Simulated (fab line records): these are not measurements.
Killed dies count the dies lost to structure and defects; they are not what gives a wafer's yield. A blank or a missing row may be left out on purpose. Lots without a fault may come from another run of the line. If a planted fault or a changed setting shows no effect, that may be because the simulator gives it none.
A lot that was struck, set against a sound lot || flow sfq_line || 13 out of 325 route steps
Sound: the wafers L673.3, L673.5, L673.6. Struck: wafer L678.6; the same lot's L678.5 was not struck, so it is left out; see the end for the cause.
For every step that has rows: the tool of each side, followed by ch and its chambers, followed by its first start. Under that, the readings that differ: sound wafers || struck wafers || difference of the means || sigmas: that difference in standard deviations of wafers without a fault.
alike: same words and numbers on both sides, and readings whose means sit less than 2 such deviations apart. not compared: any withheld reading, any reading some wafer has no value for, any bound like >300 that may hide the same value, and any number with overlapping values for which the record gives no deviation.
A row with sigmas, a row that says differs or no value, or rows on one side alone: a step with any of these is where the two part. Numbers that have no deviation but don't overlap get no sigmas and don't part them. A reading missing from all wafers of one side parts the sides only when that side holds two or more wafers.

first, 1 step without rows for these wafers: SFQ_TRILAYER_M4_DEP_PRE_CLEAN_092 (time 22.5 s).
SFQ_TRILAYER_M4_DEP_SPUTTER_091: material Nb, target thk 200 nm, time 133.3 s.
  struck on pvd_sputter-03, day 47 08:17; sound on pvd_sputter-06, day 45 19:08
  alike: base_pressure_pa, substrate_temp_c, throttle_valve_pct
SFQ_M4_RS_MEAS_924: measures by four-point-probe.
  struck on film_metro-02, day 47 08:25; sound on film_metro-02, day 45 19:17
  alike: M4_NB_RS
then, 6 steps without rows for these wafers: SFQ_TRILAYER_M4_LITHO_COAT_098 (resist thk 62 nm); SFQ_TRILAYER_M4_LITHO_COAT_093 (resist thk 600 nm); SFQ_TRILAYER_M4_LITHO_SOFTBAKE_097; SFQ_TRILAYER_M4_LITHO_EXPOSE_094 (exposes mask M4, target cd 500 nm); SFQ_TRILAYER_M4_LITHO_PEB_096 (peb time 60 s); SFQ_TRILAYER_M4_LITHO_DEVELOP_095 (time 60 s).
SFQ_M4_OVL_MEAS_926:
  struck on overlay-02, day 47 10:47; sound on overlay-02, day 45 23:24
  alike: M4_OVL
SFQ_TRILAYER_M4_BARC_OPEN_METAL_ETCH_123: etches BARC in O2, target depth 125 nm, time 41.7 s.
  sound on rie_metal-04 ch 0,1, day 45 23:27; struck on rie_metal-03 ch 0, day 47 10:50
{"reading": "oes_product_au (a.u.)", "sound": "0.685 0.689 0.694", "struck": 0.680, "difference": -0.009, "sigmas": -2}
  alike: chamber_pressure_mTorr, drypump_motor_current_A
  not compared: rf_hours_counter_h
SFQ_TRILAYER_M4_ETCH_METAL_ETCH_096: etches Nb in Cl2/Ar, stops on SiO2, target depth 240 nm, time 120 s.
  sound on rie_metal-04 ch 0, day 45 23:32; struck on rie_metal-03 ch 0, day 47 10:56
{"reading": "model.KrF_of_TRILAYER_M4_LITHO_COAT_093.thk_nm (nm)", "sound": "381.1 379.6 381.8", "struck": 333.4, "difference": -47.4, "sigmas": ""}
{"reading": "model.SiO2_of_TRILAYER_I3_DEP_PECVD_081.thk_nm (nm)", "sound": "191.8 193.2 192.6", "struck": 185.1, "difference": -7.4, "sigmas": ""}
{"reading": "model.M4.feature_depth_nm (nm)", "sound": "198.1 198.5 200.2", "struck": 208.4, "difference": "+9.5", "sigmas": ""}
  alike: chamber_pressure_mTorr, drypump_motor_current_A, oes_product_au
  not compared: rf_hours_counter_h
SFQ_TRILAYER_M4_STRIP_STRIP_097: strips in O2.
  sound on rie_metal-04 ch 0, day 46 00:06; struck on rie_metal-03 ch 0, day 47 11:23
  alike: chamber_pressure_mTorr, drypump_motor_current_A, oes_product_au
  not compared: rf_hours_counter_h

## WHERE THEY PART
At SFQ_TRILAYER_M4_BARC_OPEN_METAL_ETCH_123 and nowhere else, as far as this record goes. Later steps at which nothing parts them and some readings are alike: SFQ_TRILAYER_M4_ETCH_METAL_ETCH_096, SFQ_TRILAYER_M4_STRIP_STRIP_097.

WHY: what had been put in by the simulator
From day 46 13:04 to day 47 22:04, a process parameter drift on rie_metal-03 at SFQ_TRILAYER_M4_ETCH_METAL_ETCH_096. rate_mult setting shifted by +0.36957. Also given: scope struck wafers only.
